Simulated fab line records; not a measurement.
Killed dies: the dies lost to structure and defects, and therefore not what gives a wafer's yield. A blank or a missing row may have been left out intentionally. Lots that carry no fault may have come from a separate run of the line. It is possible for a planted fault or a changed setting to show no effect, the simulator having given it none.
What tool caused it? | flow sky130 | 7 lots with 21 wafers sampled at 2 steps, on a route of 708 steps

== WHAT EACH GAUGE READ, for each wafer ==
SKY_VT_ADJUST_NCORE_TW_MEAS_11.
lot  | measured     | on           | VT_ADJUST_NCORE_TW
L492 | day 8 18:46  | filmMetro-02 | 221.3 221.3 220.5
L495 | day 10 00:43 | filmMetro-04 | 121.5 118.9 120.4
L497 | day 10 13:53 | filmMetro-04 | 120.4 119.4 118.8
L505 | day 12 08:50 | filmMetro-01 | 219.3 218.9 218.3
L509 | day 13 17:43 | filmMetro-02 | 221.6 222.5 222.2
L511 | day 14 09:23 | filmMetro-01 | 219.4 218.1 219.6
L513 | day 14 20:26 | filmMetro-04 | 221.5 220.7 219.3

== TOOL THAT RAN EACH LOT (tool first, then ch and the chambers of the sampled wafers, then the start) ==
lot  | SKY_VT_ADJUST_NCORE_IMPLANT_09
L492 | implanter-02 ch 0, day 8 18:31
L495 | implanter-04 ch 0, day 10 00:29
L497 | implanter-04 ch 0, day 10 13:38
L505 | implanter-03 ch 0, day 12 08:38
L509 | implanter-04 ch 0, day 13 17:29
L511 | implanter-04 ch 0, day 14 09:09
L513 | implanter-04 ch 0, day 14 20:13
- SKY_VT_ADJUST_NCORE_IMPLANT_09

== THE ANSWER, worked out from the rows above alone ==
Rule: the lots themselves supply what counts as usual. The widest of any qualifying gaps counts: lots, ordered by their means at a reading, are off when they make up no more than a third of the lots, leave a main group of 4 or more, and stand apart from it by 3 or more times the standard deviation of that group's means. A main group whose means are all the same, to the digits that the tables above print for the reading, isn't used. Also off: a lot with no number at a reading for which 4 or more lots have one. All remaining lots with rows at the step are treated as sound.
Off: L495, L497, at SKY_VT_ADJUST_NCORE_TW_MEAS_11 (VT_ADJUST_NCORE_TW). The main group: mean 220.3, standard deviation 1.2.
A tool fits if, at a process step before that reading, it ran every lot that is off, and no sound lot after the first of them. Gauges at SKY_VT_ADJUST_NCORE_TW_MEAS_11: tried the same way as those tools. Not one of the candidates tried fits.

== WHAT THE SIMULATOR HAD PUT IN ==
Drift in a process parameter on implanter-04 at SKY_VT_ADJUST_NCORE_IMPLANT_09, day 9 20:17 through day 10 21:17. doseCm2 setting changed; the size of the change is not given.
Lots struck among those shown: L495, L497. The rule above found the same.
